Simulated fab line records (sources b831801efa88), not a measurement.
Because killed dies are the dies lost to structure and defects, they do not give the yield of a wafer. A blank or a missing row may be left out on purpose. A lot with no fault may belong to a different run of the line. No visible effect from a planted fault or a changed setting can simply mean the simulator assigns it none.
fab line records	flow gf180mcu
record: lots: 5	wafers: 15	last-day: 34
route steps=602 shown CONTACT@307 M1@315
lots with no fault: from the same line, run without faults
start-h: hours from the record's opening day to when the first of the lot's shown wafers began	wait-h: time in hours since the lot's previous step	" the same as in the row above	L1.1+2: a single row standing in for several wafers	- value missing, or start not given	* or withheld: withheld	< > ~ a bound
route shown NAME@n: a module of which the file shows steps, and the number in the route of the first	usual: mean/standard deviation taken from wafers without a fault	same: alike in all rows	chamber/n: place in a boat	sites: per-site readings	_std_site: standard deviation of those values	_edge_site: outer sites' mean less inner sites'	radius-mm: for every site, how far away it sits from the centre of the wafer	mask NAME#n: copy n	behind: the last tool/chamber to shape the wafer	hold: what put the lot on hold/how long, in hours/how the hold closed	device: the transistor (n, p or np) that didn't switch	end of line: tests of these same wafers at the route's end	step lacking rows: just its recipe	killed: the dies lost at the first sort to structure and to defects; this is not the yield of the wafer	map: dies across one wafer; x = killed, . = not, _ = none there
set.NAME: the run value of the setting; set.NAME@STEP: its run value at that earlier step	model.NAME: the simulator's own value behind a step, which no gauge read
lots seen at some steps along the route; tables by step, rows by wafer
services: the hour from which a tool's chamber was out of use, counted from the record's first day as start-h (under 0 if before that day), plus the number of hours and why
== steps ==
step: GF_CONTACT_CLEAN_20
recipe: chemistry: DIW
lot.wafer	tool	chamber	start-h	wait-h
L077.2+4+5	wet-bench-04	1	387.77	0.0
L091.1+2+3	wet-bench-04	3	515.14	0.0
L092.3+4+6	wet-bench-02	1	522.52	0.0
L095.1+5+6	wet-bench-04	2	544.07	0.0
L096.1+5+6	wet-bench-03	1	548.19	0.0
step: GF_CONTACT_CLEAN_21
recipe: chemistry: dHF	time-s: 20	dilution: 100:1	dry: ipa-marangoni
lot.wafer	tool	chamber	start-h	wait-h
L077.2+4+5	wet-bench-03	3	387.86	0.0
L091.1+2+3	wet-bench-03	1	515.33	0.0
L092.3+4+6	wet-bench-04	3	522.61	0.0
L095.1+5+6	wet-bench-02	2	544.16	0.0
L096.1+5+6	wet-bench-04	0	548.28	0.0
step: GF_CONTACT_SPUTTER_22
recipe: material: Ti	target-thk-nm: 15	chamber-pressure-pa: 5	power-w: 2500	substrate-temp-c: 200	time-s: 80.02
usual: throttle-valve-pct: 30.3/0.81
lot.wafer	tool	chamber	start-h	wait-h	throttle-valve-pct
L077.2	pvd-sputter-01	-	387.87	0.0	31.1
L077.4	"	-	"	"	29.4
L077.5	"	-	"	"	30.6
L091.1	pvd-sputter-01	-	515.34	0.0	30.7
L091.2	"	-	"	"	29.1
L091.3	"	-	"	"	30.5
L092.3	pvd-sputter-04	-	522.64	0.0	30.6
L092.4	"	-	"	"	29.3
L092.6	"	-	"	"	30.7
L095.1	pvd-sputter-01	-	544.17	0.0	30.6
L095.5	"	-	"	"	30.7
L095.6	"	-	"	"	30.6
L096.1	pvd-sputter-04	-	548.29	0.0	29.2
L096.5	"	-	"	"	31.7
L096.6	"	-	"	"	29.7
step: GF_CONTACT_SPUTTER_23
recipe: material: TiN	target-thk-nm: 10	chamber-pressure-pa: 5	power-w: 4000	time-s: 40
usual: throttle-valve-pct: 30.3/0.79
lot.wafer	tool	chamber	start-h	wait-h	throttle-valve-pct
L077.2	pvd-sputter-01	-	387.93	0.0	31.2
L077.4	"	-	"	"	29.3
L077.5	"	-	"	"	30.6
L091.1	pvd-sputter-01	-	515.40	0.0	30.3
L091.2	"	-	"	"	29.3
L091.3	"	-	"	"	30.5
L092.3	pvd-sputter-04	-	522.70	0.0	30.5
L092.4	"	-	"	"	29.4
L092.6	"	-	"	"	30.9
L095.1	pvd-sputter-01	-	544.23	0.0	30.4
L095.5	"	-	"	"	30.7
L095.6	"	-	"	"	30.5
L096.1	pvd-sputter-04	-	548.35	0.0	29.6
L096.5	"	-	"	"	31.5
L096.6	"	-	"	"	29.6
step: GF_CONTACT_CVD_24
recipe: material: W	target-thk-nm: 300	time-s: 90.339	temp-c: 400	pressure-torr: 40
usual: heater-power-w: 853/37	susceptor-temp-C: 400.03/0.21
lot.wafer	tool	chamber	start-h	wait-h	heater-power-w	susceptor-temp-C
L077.2	cvd-w-01	0	387.97	0.0	859	399.72
L077.4	"	0	"	"	896	399.75
L077.5	"	0	"	"	875	399.98
L091.1	cvd-w-02	0	515.44	0.0	851	400.16
L091.2	"	1	"	"	885	400.06
L091.3	"	0	"	"	857	400.16
L092.3	cvd-w-01	0	522.77	0.1	809	399.59
L092.4	"	1	"	"	830	400.08
L092.6	"	0	"	"	817	399.71
L095.1	cvd-w-01	1	544.27	0.0	807	400.19
L095.5	"	1	"	"	816	400.08
L095.6	"	0	"	"	809	399.74
L096.1	cvd-w-02	0	548.39	0.0	884	400.09
L096.5	"	0	"	"	869	399.95
L096.6	"	1	"	"	917	400.00
step: GF_CONTACT_RS_MEAS_25
recipe: thk-meas-gauge: four-point-probe	reads: W_of_CONTACT_CVD_24+TiN_of_CONTACT_SPUTTER_23+Ti_of_CONTACT_SPUTTER_22
usual: CONTACT_W_RS: 0.384/0.0036
lot.wafer	tool	chamber	start-h	wait-h	CONTACT_W_RS[ohm/sq]
L077.2	film-metro-03	-	388.09	0.1	0.383
L077.4	"	-	"	"	0.382
L077.5	"	-	"	"	0.385
L091.1	film-metro-02	-	515.54	0.1	0.384
L091.2	"	-	"	"	0.380
L091.3	"	-	"	"	0.379
L092.3	film-metro-03	-	522.88	0.1	0.388
L092.4	"	-	"	"	0.384
L092.6	"	-	"	"	0.388
L095.1	film-metro-03	-	544.37	0.1	0.380
L095.5	"	-	"	"	0.383
L095.6	"	-	"	"	0.383
L096.1	film-metro-03	-	548.49	0.1	0.381
L096.5	"	-	"	"	0.388
L096.6	"	-	"	"	0.383
step: GF_CONTACT_THK_MEAS_26
recipe: thk-meas-gauge: xrf	reads: W_of_CONTACT_CVD_24
usual: CONTACT_W_THK: 300/4
lot.wafer	tool	chamber	start-h	wait-h	CONTACT_W_THK[nm]
L077.2	film-metro-03	-	388.20	0.1	301
L077.4	"	-	"	"	305
L077.5	"	-	"	"	300
L091.1	film-metro-02	-	515.66	0.1	301
L091.2	"	-	"	"	304
L091.3	"	-	"	"	304
L092.3	film-metro-03	-	522.98	0.1	302
L092.4	"	-	"	"	305
L092.6	"	-	"	"	301
L095.1	film-metro-03	-	544.49	0.1	306
L095.5	"	-	"	"	307
L095.6	"	-	"	"	306
L096.1	film-metro-03	-	548.61	0.1	307
L096.5	"	-	"	"	300
L096.6	"	-	"	"	305
step: GF_CONTACT_CMP_27
recipe: stop-on: SiO2	down-force-psi: 3.5	platen-rpm: 60	t-overpolish-s: 15	target-thk-nm: 0	pad-velocity-m-s: 0.94248
usual: edge-zone-pressure-frac: 1.001/0.0048	motor-current-A: 11.5/1.5	overpolish-run-s: 15.000/0.0093	platen-rpm: 60.00/0.046	retaining-ring-pressure-frac: 1.000/0.0055	time-to-endpoint-s: 71/3.8
lot.wafer	tool	chamber	start-h	wait-h	edge-zone-pressure-frac	motor-current-A	overpolish-run-s	platen-rpm	retaining-ring-pressure-frac	time-to-endpoint-s
L077.2	cmp-01	3	388.47	0.3	1.007	10.6	15.001	60.04	1.010	72
L077.4	"	0	"	"	0.996	12.7	15.015	60.00	0.996	67
L077.5	"	2	"	"	1.009	10.1	14.989	59.95	0.994	63
L091.1	cmp-02	0	515.72	0.1	1.001	11.2	15.005	60.05	1.002	68
L091.3	"	1	"	"	1.002	9.6	15.004	60.00	1.002	74
L091.2	"	3	"	"	0.998	11.7	15.012	60.05	1.004	79
L092.3	cmp-02	3	523.02	0.0	0.999	11.1	15.012	59.99	0.994	79
L092.4	"	0	"	"	0.995	11.5	15.008	59.99	1.001	69
L092.6	"	0	"	"	0.994	11.1	14.997	60.01	0.998	67
L095.1	cmp-02	3	544.55	0.1	1.002	12.4	15.010	59.95	1.008	79
L095.6	"	3	"	"	0.999	10.8	15.010	59.99	1.006	77
L095.5	"	0	"	"	0.995	11.2	15.011	59.89	0.998	63
L096.1	cmp-02	2	548.77	0.1	0.996	13.6	14.996	60.05	1.004	70
L096.5	"	0	"	"	1.001	11.0	14.996	59.97	1.001	68
L096.6	"	1	"	"	1.001	10.1	14.997	60.03	0.989	71
step: GF_M1_SPUTTER_00
recipe: material: Ti	target-thk-nm: 37.5	arriving-ion-energy-ev: 80	substrate-temp-c: 200	chamber-pressure-pa: 2	power-w: 4000	time-s: 150
usual: throttle-valve-pct: 30.0/0.74
lot.wafer	tool	chamber	start-h	wait-h	throttle-valve-pct
L077.2	pvd-sputter-02	-	388.72	0.2	29.7
L077.4	"	-	"	"	30.7
L077.5	"	-	"	"	29.5
L091.1	pvd-sputter-01	-	516.02	0.2	30.5
L091.2	"	-	"	"	29.3
L091.3	"	-	"	"	30.9
L092.3	pvd-sputter-03	-	523.32	0.2	29.5
L092.4	"	-	"	"	29.5
L092.6	"	-	"	"	30.7
L095.1	pvd-sputter-03	-	544.85	0.2	28.8
L095.5	"	-	"	"	29.7
L095.6	"	-	"	"	31.0
L096.1	pvd-sputter-02	-	548.97	0.1	29.1
L096.5	"	-	"	"	29.3
L096.6	"	-	"	"	29.7
step: GF_M1_SPUTTER_01
recipe: material: TiN	target-thk-nm: 30	power-w: 6500	time-s: 25	chamber-pressure-pa: 0.4
usual: throttle-valve-pct: 30.0/0.75
lot.wafer	tool	chamber	start-h	wait-h	throttle-valve-pct
L077.2	pvd-sputter-02	-	388.82	0.1	29.5
L077.4	"	-	"	"	30.7
L077.5	"	-	"	"	29.7
L091.1	pvd-sputter-01	-	516.12	0.1	30.5
L091.2	"	-	"	"	29.5
L091.3	"	-	"	"	31.1
L092.3	pvd-sputter-03	-	523.42	0.1	29.6
L092.4	"	-	"	"	29.7
L092.6	"	-	"	"	30.8
L095.1	pvd-sputter-03	-	544.95	0.1	28.8
L095.5	"	-	"	"	29.5
L095.6	"	-	"	"	31.0
L096.1	pvd-sputter-02	-	549.07	0.1	28.7
L096.5	"	-	"	"	29.2
L096.6	"	-	"	"	29.6
step: GF_M1_SPUTTER_02
recipe: material: AlCu	target-thk-nm: 450	power-w: 10600	time-s: 23.9	chamber-pressure-pa: 0.4
usual: throttle-valve-pct: 30.0/0.73
lot.wafer	tool	chamber	start-h	wait-h	throttle-valve-pct
L077.2	pvd-sputter-02	-	388.86	0.0	29.7
L077.4	"	-	"	"	30.5
L077.5	"	-	"	"	29.6
L091.1	pvd-sputter-01	-	516.15	0.0	30.3
L091.2	"	-	"	"	29.2
L091.3	"	-	"	"	31.0
L092.3	pvd-sputter-03	-	523.45	0.0	29.8
L092.4	"	-	"	"	29.6
L092.6	"	-	"	"	30.8
L095.1	pvd-sputter-03	-	544.98	0.0	28.8
L095.5	"	-	"	"	29.4
L095.6	"	-	"	"	30.7
L096.1	pvd-sputter-02	-	549.10	0.0	28.8
L096.5	"	-	"	"	28.9
L096.6	"	-	"	"	29.7
step: GF_M1_SPUTTER_03
recipe: material: Ti	target-thk-nm: 10	substrate-temp-c: 300	chamber-pressure-pa: 0.3	power-w: 3000	time-s: 6.7
usual: throttle-valve-pct: 30.0/0.76
lot.wafer	tool	chamber	start-h	wait-h	throttle-valve-pct
L077.2	pvd-sputter-02	-	388.89	0.0	29.7
L077.4	"	-	"	"	30.6
L077.5	"	-	"	"	29.8
L091.1	pvd-sputter-01	-	516.18	0.0	30.5
L091.2	"	-	"	"	29.4
L091.3	"	-	"	"	31.2
L092.3	pvd-sputter-03	-	523.48	0.0	29.7
L092.4	"	-	"	"	29.7
L092.6	"	-	"	"	30.8
L095.1	pvd-sputter-03	-	545.01	0.0	28.7
L095.5	"	-	"	"	29.5
L095.6	"	-	"	"	31.1
L096.1	pvd-sputter-02	-	549.13	0.0	28.9
L096.5	"	-	"	"	28.9
L096.6	"	-	"	"	29.7
step: GF_M1_SPUTTER_04
recipe: material: TiN	target-thk-nm: 50	power-w: 6500	time-s: 41.7	chamber-pressure-pa: 0.4
usual: throttle-valve-pct: 30.0/0.76
lot.wafer	tool	chamber	start-h	wait-h	throttle-valve-pct
L077.2	pvd-sputter-02	-	388.91	0.0	29.5
L077.4	"	-	"	"	30.9
L077.5	"	-	"	"	29.7
L091.1	pvd-sputter-01	-	516.20	0.0	30.4
L091.2	"	-	"	"	29.3
L091.3	"	-	"	"	30.8
L092.3	pvd-sputter-03	-	523.50	0.0	29.5
L092.4	"	-	"	"	29.6
L092.6	"	-	"	"	31.0
L095.1	pvd-sputter-03	-	545.03	0.0	29.1
L095.5	"	-	"	"	29.6
L095.6	"	-	"	"	30.8
L096.1	pvd-sputter-02	-	549.15	0.0	29.0
L096.5	"	-	"	"	29.0
L096.6	"	-	"	"	29.8
step: GF_M1_RS_MEAS_05
recipe: thk-meas-gauge: four-point-probe	reads: TiN_of_M1_SPUTTER_04+Ti_of_M1_SPUTTER_03+AlCu_of_M1_SPUTTER_02+TiN_of_M1_SPUTTER_01+Ti_of_M1_SPUTTER_00
usual: M1_ALCU_RS: 0.0694/0.00075
lot.wafer	tool	chamber	start-h	wait-h	M1_ALCU_RS[ohm/sq]
L077.2	film-metro-03	-	388.97	0.0	0.0696
L077.4	"	-	"	"	0.0695
L077.5	"	-	"	"	0.0695
L091.1	film-metro-02	-	516.24	0.0	0.0694
L091.2	"	-	"	"	0.0696
L091.3	"	-	"	"	0.0692
L092.3	film-metro-03	-	523.58	0.1	0.0686
L092.4	"	-	"	"	0.0690
L092.6	"	-	"	"	0.0694
L095.1	film-metro-03	-	545.07	0.0	0.0700
L095.5	"	-	"	"	0.0688
L095.6	"	-	"	"	0.0691
L096.1	film-metro-03	-	549.19	0.0	0.0698
L096.5	"	-	"	"	0.0695
L096.6	"	-	"	"	0.0691
step: GF_M1_THK_MEAS_06
recipe: thk-meas-gauge: xrf	reads: AlCu_of_M1_SPUTTER_02
usual: M1_ALCU_THK: 453/6.2
lot.wafer	tool	chamber	start-h	wait-h	M1_ALCU_THK[nm]
L077.2	film-metro-03	-	389.08	0.1	452
L077.4	"	-	"	"	454
L077.5	"	-	"	"	455
L091.1	film-metro-02	-	516.36	0.1	449
L091.2	"	-	"	"	449
L091.3	"	-	"	"	451
L092.3	film-metro-03	-	523.68	0.1	460
L092.4	"	-	"	"	459
L092.6	"	-	"	"	456
L095.1	film-metro-03	-	545.19	0.1	450
L095.5	"	-	"	"	457
L095.6	"	-	"	"	456
L096.1	film-metro-03	-	549.31	0.1	453
L096.5	"	-	"	"	452
L096.6	"	-	"	"	458
step: GF_M1_DEHYDRATE_07
recipe: temp-c: 200	time-s: 60
usual: exhaust-pa: 45.0/0.96
lot.wafer	tool	chamber	start-h	wait-h	exhaust-pa
L077.2	litho-track-02	0	399.70	10.6	46.8
L077.4	"	0	"	"	46.4
L077.5	"	0	"	"	45.5
L091.1	litho-track-03	0	527.51	11.1	44.4
L091.2	"	0	"	"	43.5
L091.3	"	0	"	"	44.1
L092.3	litho-track-01	0	534.85	11.2	47.2
L092.4	"	0	"	"	44.6
L092.6	"	0	"	"	43.9
L095.1	litho-track-03	0	555.71	10.5	44.6
L095.5	"	0	"	"	44.1
L095.6	"	0	"	"	44.8
L096.1	litho-track-03	0	560.46	11.1	42.9
L096.5	"	0	"	"	45.1
L096.6	"	0	"	"	44.7
step: GF_M1_HMDS_08
recipe: prime-time-s: 60	prime-temp-c: 120
usual: exhaust-pa: 45.1/1
lot.wafer	tool	chamber	start-h	wait-h	exhaust-pa
L077.2	litho-track-02	0	399.85	0.1	45.8
L077.4	"	0	"	"	45.8
L077.5	"	0	"	"	45.2
L091.1	litho-track-03	0	527.66	0.1	45.6
L091.2	"	0	"	"	44.7
L091.3	"	0	"	"	45.1
L092.3	litho-track-01	0	535.00	0.1	44.8
L092.4	"	0	"	"	43.7
L092.6	"	0	"	"	45.3
L095.1	litho-track-03	0	555.86	0.1	43.8
L095.5	"	0	"	"	45.1
L095.6	"	0	"	"	46.4
L096.1	litho-track-03	0	560.61	0.1	42.7
L096.5	"	0	"	"	45.1
L096.6	"	0	"	"	44.9
step: GF_M1_COAT_09
recipe: resist: KrF	spin-rpm: withheld	resist-thk-nm: 1000
usual: dispense-pressure-kPa: 51.2/2.5	exhaust-pa: 45.0/0.94
lot.wafer	tool	chamber	start-h	wait-h	dispense-pressure-kPa	exhaust-pa
L077.2	litho-track-02	0	400.00	0.1	54.7	44.7
L077.4	"	0	"	"	54.7	43.9
L077.5	"	0	"	"	54.7	44.2
L091.1	litho-track-03	0	527.81	0.1	51.7	44.8
L091.2	"	0	"	"	51.7	45.1
L091.3	"	0	"	"	51.7	45.8
L092.3	litho-track-01	0	535.15	0.1	48.3	45.9
L092.4	"	0	"	"	48.3	45.9
L092.6	"	0	"	"	48.3	46.2
L095.1	litho-track-03	0	556.01	0.1	51.7	45.7
L095.5	"	0	"	"	51.7	45.4
L095.6	"	0	"	"	51.8	45.2
L096.1	litho-track-03	0	560.76	0.1	51.7	46.0
L096.5	"	0	"	"	51.8	44.2
L096.6	"	0	"	"	51.7	45.5
step: GF_M1_SOFTBAKE_10
recipe: temp-c: 130	time-s: 60	resist: KrF
usual: exhaust-pa: 45.0/0.84
lot.wafer	tool	chamber	start-h	wait-h	exhaust-pa
L077.2	litho-track-02	0	400.15	0.1	45.2
L077.4	"	0	"	"	44.3
L077.5	"	0	"	"	44.9
L091.1	litho-track-03	0	527.96	0.1	45.0
L091.2	"	0	"	"	45.4
L091.3	"	0	"	"	44.4
L092.3	litho-track-01	0	535.30	0.1	43.1
L092.4	"	0	"	"	43.5
L092.6	"	0	"	"	45.1
L095.1	litho-track-03	0	556.16	0.1	44.4
L095.5	"	0	"	"	46.4
L095.6	"	0	"	"	45.3
L096.1	litho-track-03	0	560.91	0.1	46.5
L096.5	"	0	"	"	45.8
L096.6	"	0	"	"	44.8
step: GF_M1_EXPOSE_11
recipe: mask-id: Metal1	target-cd-nm: 230	na: 0.68	source-shape: conventional	sigma-outer: 0.6	dose-mj: 28
lot.wafer	tool	chamber	start-h	wait-h	mask
L077.2+4+5	krf-scanner-02	0	-	-	Metal1#0
L091.1+2+3	krf-scanner-02	0	-	-	Metal1#0
L092.3+4+6	krf-scanner-01	0	-	-	Metal1#0
L095.1+5+6	krf-scanner-01	0	-	-	Metal1#0
L096.1+5+6	krf-scanner-01	0	-	-	Metal1#0
step: GF_M1_PEB_12
recipe: peb-temp-c: 135	peb-time-s: 90	resist: KrF
usual: exhaust-pa: 45.1/1
lot.wafer	tool	chamber	start-h	wait-h	exhaust-pa
L077.2	litho-track-01	0	-	-	44.2
L077.4	"	0	"	"	45.0
L077.5	"	0	"	"	45.5
L091.1	litho-track-03	0	-	-	44.2
L091.2	"	0	"	"	44.8
L091.3	"	0	"	"	44.1
L092.3	litho-track-01	0	-	-	46.1
L092.4	"	0	"	"	46.7
L092.6	"	0	"	"	45.1
L095.1	litho-track-01	0	-	-	45.2
L095.5	"	0	"	"	46.2
L095.6	"	0	"	"	46.1
L096.1	litho-track-01	0	-	-	44.8
L096.5	"	0	"	"	45.4
L096.6	"	0	"	"	44.6
step: GF_M1_DEVELOP_13
recipe: develop-time-s: 60	dev-temp-c: 21
usual: exhaust-pa: 44.9/0.87
lot.wafer	tool	chamber	start-h	wait-h	exhaust-pa
L077.2	litho-track-01	0	412.18	0.2	46.1
L077.4	"	0	"	"	46.2
L077.5	"	0	"	"	44.7
L091.1	litho-track-03	0	539.36	0.2	45.2
L091.2	"	0	"	"	44.7
L091.3	"	0	"	"	44.0
L092.3	litho-track-01	0	546.35	0.1	45.1
L092.4	"	0	"	"	45.5
L092.6	"	0	"	"	45.0
L095.1	litho-track-01	0	565.95	0.2	45.1
L095.5	"	0	"	"	45.1
L095.6	"	0	"	"	45.4
L096.1	litho-track-01	0	571.45	0.2	44.2
L096.5	"	0	"	"	44.0
L096.6	"	0	"	"	43.8
step: GF_M1_CD_MEAS_14
recipe: target-cd-nm: 230
usual: cd-nm: 229.6/1.2
lot.wafer	tool	chamber	start-h	wait-h	cd-nm
L077.2	cd-sem-01	-	412.32	0.1	226.9
L077.4	"	-	"	"	226.4
L077.5	"	-	"	"	227.1
L091.1	cd-sem-01	-	539.51	0.1	228.8
L091.2	"	-	"	"	229.7
L091.3	"	-	"	"	231.4
L092.3	cd-sem-02	-	546.49	0.1	228.9
L092.4	"	-	"	"	229.8
L092.6	"	-	"	"	230.5
L095.1	cd-sem-01	-	566.10	0.1	229.0
L095.5	"	-	"	"	229.6
L095.6	"	-	"	"	228.2
L096.1	cd-sem-02	-	571.60	0.1	228.6
L096.5	"	-	"	"	229.6
L096.6	"	-	"	"	230.3
step: GF_M1_OVL_MEAS_15
usual: M1_OVL: -2/4.6
lot.wafer	tool	chamber	start-h	wait-h	M1_OVL[nm]
L077.2	overlay-02	-	412.43	0.1	-5
L077.4	"	-	"	"	-2
L077.5	"	-	"	"	2
L091.1	overlay-02	-	539.66	0.1	-6
L091.2	"	-	"	"	3
L091.3	"	-	"	"	0
L092.3	overlay-02	-	546.58	0.1	-1
L092.4	"	-	"	"	5
L092.6	"	-	"	"	7
L095.1	overlay-02	-	566.22	0.1	-3
L095.5	"	-	"	"	4
L095.6	"	-	"	"	5
L096.1	overlay-02	-	571.72	0.1	-1
L096.5	"	-	"	"	-6
L096.6	"	-	"	"	-8
step: GF_M1_METAL_ETCH_16
recipe: chemistry: Cl2/BCl3	mask-material: KrF	target-depth-nm: 627.5	stop-on: SiO2	pressure-mtorr: 8	icp-w: 800	bias-w: 140	Cl2_flow_sccm: 80	bcl3-flow-sccm: 40	time-s: 104.6
usual: drypump-motor-current-A: 5.7/0.37	he-backside-leak-sccm: 3.4/0.32	oes-product-au: 0.973/0.0063	throttle-valve-pct: 28.250/0.0098
lot.wafer	tool	chamber	start-h	wait-h	drypump-motor-current-A	he-backside-leak-sccm	oes-product-au	rf-hours-counter-h	throttle-valve-pct
L077.2	rie-metal-01	0	412.46	0.0	6.2	3.2	0.965	9.0	28.242
L077.4	"	0	"	"	6.2	3.0	0.964	-	28.262
L077.5	"	0	"	"	6.2	3.9	0.981	-	28.256
L091.1	rie-metal-02	0	539.69	0.0	6.0	3.5	0.968	10.6	28.251
L091.2	"	1	"	"	5.6	3.3	0.974	8.7	28.262
L091.3	"	1	"	"	5.6	3.3	0.973	-	28.238
L092.3	rie-metal-02	1	546.68	0.1	5.6	3.2	0.978	-	28.254
L092.4	"	1	"	"	5.6	3.1	0.985	-	28.236
L092.6	"	1	"	"	5.6	3.3	0.967	-	28.260
L095.1	rie-metal-02	1	566.26	0.0	5.6	3.4	0.958	10.2	28.255
L095.5	"	1	"	"	5.6	3.4	0.971	-	28.238
L095.6	"	1	"	"	5.6	3.4	0.978	-	28.248
L096.1	rie-metal-02	1	571.76	0.0	5.6	3.3	0.973	10.4	28.248
L096.5	"	1	"	"	5.6	3.2	0.977	-	28.254
L096.6	"	0	"	"	6.0	3.4	0.969	-	28.247
step: GF_M1_STRIP_17
recipe: chemistry: O2/N2	power-w: 1400	pressure-mtorr: 1500	platen-temp-c: 250	o2-flow-sccm: 3000	n2-flow-sccm: 300	overash-fraction: 0.5
usual: drypump-motor-current-A: 5.5/0.4	heater-power-w: 326/25	oes-product-au: 0.559/0.0048	strip-time-to-endpoint-s: 7.88/0.04
lot.wafer	tool	chamber	start-h	wait-h	drypump-motor-current-A	heater-power-w	oes-product-au	rf-hours-counter-h	strip-time-to-endpoint-s
L077.2	plasma-asher-02	1	412.57	0.1	6.0	345	0.560	30	7.93
L077.4	"	1	"	"	6.0	348	0.558	-	7.85
L077.5	"	1	"	"	6.0	352	0.560	-	7.87
L091.1	plasma-asher-02	0	539.81	0.1	5.5	306	0.549	44	7.82
L091.2	"	1	"	"	6.0	350	0.562	44	7.83
L091.3	"	0	"	"	5.5	307	0.549	-	7.82
L092.3	plasma-asher-02	1	546.87	0.1	6.0	335	0.555	-	7.85
L092.4	"	0	"	"	5.5	304	0.556	-	7.83
L092.6	"	1	"	"	6.0	346	0.560	-	7.89
L095.1	plasma-asher-02	1	566.48	0.2	6.0	352	0.560	47	7.93
L095.5	"	0	"	"	5.6	307	0.557	-	7.91
L095.6	"	1	"	"	6.0	352	0.568	-	7.94
L096.1	plasma-asher-04	0	571.87	0.1	5.0	332	0.558	79	7.88
L096.5	"	0	"	"	5.0	334	0.554	-	7.86
L096.6	"	1	"	"	5.4	339	0.561	-	7.92
== services ==
tool	chamber	start-h	hours	kind
cmp-02	-	365.26	0.9	repair
pvd-sputter-03	-	367.86	0.7	repair
krf-scanner-01	-	369.46	3.7	repair
krf-scanner-01	-	375.28	0.1	repair
cmp-02	-	380.16	8.3	repair
pvd-sputter-03	-	388.63	5.8	repair
cvd-w-01	-	390.00	14.0	pm
pvd-sputter-01	-	398.24	4.9	repair
cmp-02	-	404.00	4.0	pm
cmp-02	-	421.93	6.7	pm
pvd-sputter-03	-	426.83	0.5	repair
pvd-sputter-04	-	431.09	1.8	repair
krf-scanner-01	-	432.98	2.8	repair
krf-scanner-01	-	435.81	1.3	pm
krf-scanner-01	-	446.81	0.8	pm
cvd-w-01	-	450.81	1.6	repair
rie-metal-02	-	464.92	14.6	pm
krf-scanner-01	-	479.86	1.0	pm
pvd-sputter-02	-	497.27	4.7	repair
rie-metal-02	1	512.63	11.0	repair
pvd-sputter-03	-	524.32	4.7	repair
pvd-sputter-01	-	533.30	1.1	repair
krf-scanner-01	-	562.42	0.6	repair
cvd-w-01	0	569.39	19.5	repair
== key ==
fault none
